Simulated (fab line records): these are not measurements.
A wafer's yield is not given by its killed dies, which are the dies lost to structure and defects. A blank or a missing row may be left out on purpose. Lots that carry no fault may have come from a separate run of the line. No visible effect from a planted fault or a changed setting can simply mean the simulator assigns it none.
Matching of chambers    flow sky130    4 sister chambers for SKY_VIA1_CMP_02 on cmp-02
The step polishes SiO2. 4 wafers are shown with their chamber, then 8 later ones without.

== WAFERS PAIRED WITH THEIR CHAMBERS ==
wafer   chamber  motor current A (A)
L736.5  1        12.4
L737.4  2        12.0
L737.6  0        12.1
L739.1  3        13.4

== WAFERS WITHOUT THEIR CHAMBER ==
wafer   motor current A (A)
L739.4  12.0
L739.6  11.9
L740.1  12.4
L740.2  12.6
L740.6  13.2
L752.1  12.5
L752.2  12.0
L752.4  13.1

== WHICH CHAMBER EACH ONE RAN IN ==
wafer   from the rows above      in truth
L739.4  can't be placed: 2 or 0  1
L739.6  can't be placed: 2 or 0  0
L740.1  can't be placed: 1 or 0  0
L740.2  can't be placed: 1 or 0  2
L740.6  3                        3
L752.1  can't be placed: 1 or 0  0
L752.2  can't be placed: 2 or 0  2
L752.4  3                        3
2 of 8 placed correctly. Cannot be placed on the basis of these rows: 6; the candidates contain the true chamber in 4. Number placed wrongly: 0.
How it was worked out, from the rows above alone: a wafer's distance from a chamber is the root of the sum, over the readings, of the square of ((its reading less the chamber's mean) divided by the reading's scatter). If the next closest chamber is less than 2 further off than the closest, the wafer can't be placed; otherwise it belongs to the closest. For every chamber, the mean is computed from those of its wafers that are shown. The scatter: with one shown wafer a chamber, the root of the mean of the squares of how far each hidden wafer lies from its nearest shown one.
